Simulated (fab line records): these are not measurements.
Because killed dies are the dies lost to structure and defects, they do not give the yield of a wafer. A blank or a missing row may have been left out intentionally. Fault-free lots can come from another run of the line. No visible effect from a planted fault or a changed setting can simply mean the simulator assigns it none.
Which tool is to blame? | flow sky130 | 33 wafers from 11 lots sampled at 5 of the route's 708 steps

== WHAT THE GAUGES READ, wafer by wafer ==
SKY_NWELL_TW_MEAS_26. Usual: NWELL_2_TW typically reads 497.1, with standard deviation 2.6.
lot  | measured     | on            | NWELL_2_TW        | flag
L561 | day 5 06:44  | film-metro-01 | 495.0 496.2 497.9 |
L566 | day 6 15:42  | film-metro-03 | 498.1 495.2 498.7 |
L573 | day 8 08:43  | film-metro-02 | 500.7 500.6 500.8 |
L574 | day 8 13:38  | film-metro-03 | 494.3 498.4 494.3 |
L575 | day 9 05:51  | film-metro-02 | 500.0 501.4 499.8 |
L576 | day 9 09:49  | film-metro-03 | 493.9 493.5 495.4 |
L577 | day 9 12:00  | film-metro-02 | 497.4 501.1 498.5 |
L578 | day 9 16:26  | film-metro-02 | 498.7 498.2 499.6 |
L582 | day 10 15:21 | film-metro-01 | 497.8 497.5 500.4 |
L583 | day 10 23:20 | film-metro-01 | 497.7 495.0 496.2 |
L584 | day 11 04:02 | film-metro-01 | 495.4 497.8 498.9 |

SKY_VT_ADJUST_HVTP_TW_MEAS_11. Usual: VT_ADJUST_HVTP_TW typically reads 1354, with standard deviation 6.7.
lot  | measured     | on            | VT_ADJUST_HVTP_TW | flag
L561 | day 6 00:31  | film-metro-04 | 1346 1348 1347    |
L566 | day 7 11:02  | film-metro-01 | 1349 1350 1353    |
L573 | day 9 06:22  | film-metro-01 | 1342 1344 1344    |
L574 | day 9 11:47  | film-metro-01 | 1356 1350 1346    |
L575 | day 10 03:53 | film-metro-04 | 1367 1362 1361    |
L576 | day 10 07:47 | film-metro-04 | 1356 1363 1365    |
L577 | day 10 10:47 | film-metro-01 | 1355 1354 1346    |
L578 | day 10 14:49 | film-metro-04 | 1366 1362 1361    |
L582 | day 11 15:00 | film-metro-04 | 1363 1358 1358    |
L583 | day 11 22:22 | film-metro-01 | 1349 1354 1352    |
L584 | day 12 03:45 | film-metro-04 | 1361 1370 1365    |

SKY_SONOS_ONO_THK_MEAS_01. Usual: SONOS_ONO_OXIDATION_THK typically reads 2.60 nm, with standard deviation 0.055.
lot  | measured     | on            | SONOS_ONO_OXIDATION_THK (nm) | flag
L561 | day 11 05:36 | film-metro-02 | 2.64 2.62 2.62               |
L566 | day 13 02:34 | film-metro-04 | 2.70 2.67 2.61               |
L573 | day 15 07:40 | film-metro-02 | 3.29 3.17 3.25               | OFF
L574 | day 15 15:08 | film-metro-02 | 2.59 2.60 2.55               |
L575 | day 16 10:34 | film-metro-03 | 3.20 3.30 3.29               | OFF
L576 | day 16 17:17 | film-metro-04 | 2.57 2.63 2.59               |
L577 | day 16 20:01 | film-metro-02 | 2.67 2.66 2.69               |
L578 | day 16 22:59 | film-metro-03 | 2.69 2.71 2.67               |
L582 | day 18 08:56 | film-metro-03 | 2.43 2.51 2.54               |
L583 | day 18 20:19 | film-metro-04 | 2.60 2.46 2.51               |
L584 | day 19 01:43 | film-metro-03 | 2.50 2.56 2.55               |

== WHAT TOOL EACH LOT RAN ON (gives the tool, then ch and the chambers of the sampled wafers, and finally the start) ==
lot  | SKY_VT_ADJUST_PCH_STRIP_09           | SKY_SONOS_ONO_OXIDATION_00
L561 | plasma-asher-02 ch 0,1, day 10 05:01 | furnace-01 ch 0, day 11 04:15
L566 | plasma-asher-01 ch 0,1, day 11 21:25 | furnace-02 ch 0, day 13 01:12
L573 | plasma-asher-04 ch 0,1, day 14 03:57 | furnace-01 ch 0, day 15 06:19
L574 | plasma-asher-04 ch 1, day 14 10:37   | furnace-02 ch 0, day 15 13:47
L575 | plasma-asher-04 ch 0,1, day 15 04:57 | furnace-01 ch 0, day 16 09:12
L576 | plasma-asher-02 ch 0,1, day 15 09:46 | furnace-02 ch 0, day 16 15:55
L577 | plasma-asher-02 ch 0,1, day 15 13:15 | furnace-02 ch 0, day 16 18:40
L578 | plasma-asher-04 ch 0,1, day 15 16:06 | furnace-02 ch 0, day 16 21:38
L582 | plasma-asher-01 ch 0,1, day 17 00:42 | furnace-02 ch 0, day 18 07:34
L583 | plasma-asher-01 ch 0,1, day 17 12:30 | furnace-02 ch 0, day 18 18:57
L584 | plasma-asher-04 ch 0,1, day 17 16:55 | furnace-02 ch 0, day 19 00:22
- SKY_VT_ADJUST_PCH_STRIP_09: strips in O2/N2.
- SKY_SONOS_ONO_OXIDATION_00: stabilise 600 s, purge 300 s, target thk 2.6 nm.

== WHAT THE TOOLS THEMSELVES READ (means of the sampled wafers that have a number; where no wafer has one, the mark that the record gives instead) ==
SKY_VT_ADJUST_PCH_STRIP_09. Usual: drypump-motor-current-A 5.6 A, standard deviation 0.45; oes-product-au 0.722 a.u., standard deviation 0.0046; strip-time-to-endpoint-s 36.88 s, standard deviation 0.12.
lot  | tool            | drypump-motor-current-A (A) | oes-product-au (a.u.) | strip-time-to-endpoint-s (s) | flag
L561 | plasma-asher-02 | 5.4                         | 0.720                 | 36.94                        |
L566 | plasma-asher-01 | 5.6                         | 0.724                 | 36.89                        |
L573 | plasma-asher-04 | 5.7                         | 0.720                 | 36.83                        |
L574 | plasma-asher-04 | 5.8                         | 0.723                 | 36.86                        |
L575 | plasma-asher-04 | 5.7                         | 0.717                 | 36.66                        |
L576 | plasma-asher-02 | 5.3                         | 0.726                 | 36.97                        |
L577 | plasma-asher-02 | 5.4                         | 0.725                 | 37.02                        |
L578 | plasma-asher-04 | 5.6                         | 0.723                 | 36.87                        |
L582 | plasma-asher-01 | 5.6                         | 0.718                 | 36.96                        |
L583 | plasma-asher-01 | 5.6                         | 0.721                 | 37.07                        |
L584 | plasma-asher-04 | 5.7                         | 0.721                 | 36.85                        |

SKY_SONOS_ONO_OXIDATION_00. Usual: spike-tc-bottom-C 820.4 C, standard deviation 0.93; spike-tc-centre-C 800.2 C, standard deviation 1; spike-tc-lower-C 800.7 C, standard deviation 1.9; spike-tc-top-C 812.6 C, standard deviation 1.2; spike-tc-upper-C 800.2 C, standard deviation 1.2; tube-center-temp-C 800 C, standard deviation 0.07; tube_center_temp_C_max 802.05, standard deviation 0.3; zone-power-bottom-pct 20.8 %, standard deviation 0.48; zone-power-centre-pct 14.16 %, standard deviation 0.13.
lot  | tool       | spike-tc-bottom-C (C) | spike-tc-centre-C (C) | spike-tc-lower-C (C) | spike-tc-top-C (C) | spike-tc-upper-C (C) | tube-center-temp-C (C) | tube_center_temp_C_max | zone-power-bottom-pct (%) | zone-power-centre-pct (%) | flag
L561 | furnace-01 | 820.4                 | 800.8                 | 802.2                | 813.8              | 799.0                | 800                    | 802.16                 | 21.4                      | 14.24                     |
L566 | furnace-02 | 820.9                 | 800.7                 | 800.1                | 811.3              | 800.4                | 800                    | 802.07                 | 20.5                      | 14.32                     |
L573 | furnace-01 | 835.9                 | 816.6                 | 819.8                | 828.8              | 814.9                | 816                    | 818.08                 | 22.6                      | 14.74                     | OFF
L574 | furnace-02 | 820.5                 | 800.6                 | 800.7                | 811.7              | 800.3                | 800                    | 802.11                 | 20.6                      | 14.25                     |
L575 | furnace-01 | 835.7                 | 816.6                 | 819.3                | 829.0              | 814.9                | 816                    | 817.94                 | 22.0                      | 14.71                     | OFF
L576 | furnace-02 | 820.9                 | 801.4                 | 799.2                | 812.6              | 801.1                | 800                    | 802.10                 | 20.6                      | 13.96                     |
L577 | furnace-02 | 820.2                 | 799.5                 | 799.8                | 812.9              | 801.1                | 800                    | 802.08                 | 20.4                      | 14.13                     |
L578 | furnace-02 | 821.0                 | 801.3                 | 800.0                | 812.1              | 801.3                | 800                    | 802.06                 | 20.4                      | 14.27                     |
L582 | furnace-02 | 820.4                 | 799.6                 | 799.1                | 813.0              | 800.4                | 800                    | 802.09                 | 20.7                      | 14.14                     |
L583 | furnace-02 | 820.3                 | 800.0                 | 800.1                | 812.4              | 801.6                | 800                    | 801.97                 | 20.5                      | 14.17                     |
L584 | furnace-02 | 820.1                 | 800.2                 | 798.5                | 812.1              | 801.3                | 800                    | 801.89                 | 20.6                      | 14.15                     |

== THE ANSWER, worked out from the rows above alone ==
Rule: a lot counts as off when the mean over its wafers that have a number is more than 3 standard deviations away from the usual mean. A lot without any number at a reading at which 4 lots or more have one is off too. All remaining lots with rows at the step are treated as sound. After the gauges, taken in route order, come the tools' own readings; for these a lot's mean is taken, as printed above. At the first step where some lot is off, the reading lying furthest off is the one used; lots without a number count as furthest.
Off: at SKY_SONOS_ONO_THK_MEAS_01 (SONOS_ONO_OXIDATION_THK), L573, L575.
A tool fits if, at a process step before that reading, it ran every lot that is off, and no sound lot after the first of them. Not tried: the gauges at SKY_SONOS_ONO_THK_MEAS_01; whatever is off there is also off at SKY_SONOS_ONO_OXIDATION_00, on other tools, and gauge error can't account for it. One fits: SKY_SONOS_ONO_OXIDATION_00 on furnace-01. A fault onset in the window from L561 (day 11 04:15, its last sound lot) to L573 (day 15 06:19, its first lot off) fits.
The tool's own readings at SKY_SONOS_ONO_OXIDATION_00 bear it out: on the lots that are off they differ by more than 5 times the standard deviation of the sound lots' means. spike-tc-bottom-C reads 835.8 C there against 820.5 C on the sound lots; spike-tc-centre-C reads 816.6 C there against 800.5 C on the sound lots; spike-tc-lower-C reads 819.5 C there against 800.0 C on the sound lots; spike-tc-top-C reads 828.9 C there against 812.4 C on the sound lots; spike-tc-upper-C reads 814.9 C there against 800.7 C on the sound lots; tube-center-temp-C reads 816 C there against 800 C on the sound lots; tube_center_temp_C_max reads 818.01 there against 802.06 on the sound lots; zone-power-bottom-pct reads 22.3 % there against 20.6 % on the sound lots; zone-power-centre-pct reads 14.73 % there against 14.18 % on the sound lots.

== WHAT THE SIMULATOR HAD INSERTED ==
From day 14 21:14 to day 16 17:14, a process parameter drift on furnace-01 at SKY_SONOS_ONO_OXIDATION_00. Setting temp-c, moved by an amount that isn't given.
Shown lots that were struck: L573, L575. The rule given above showed the same thing.
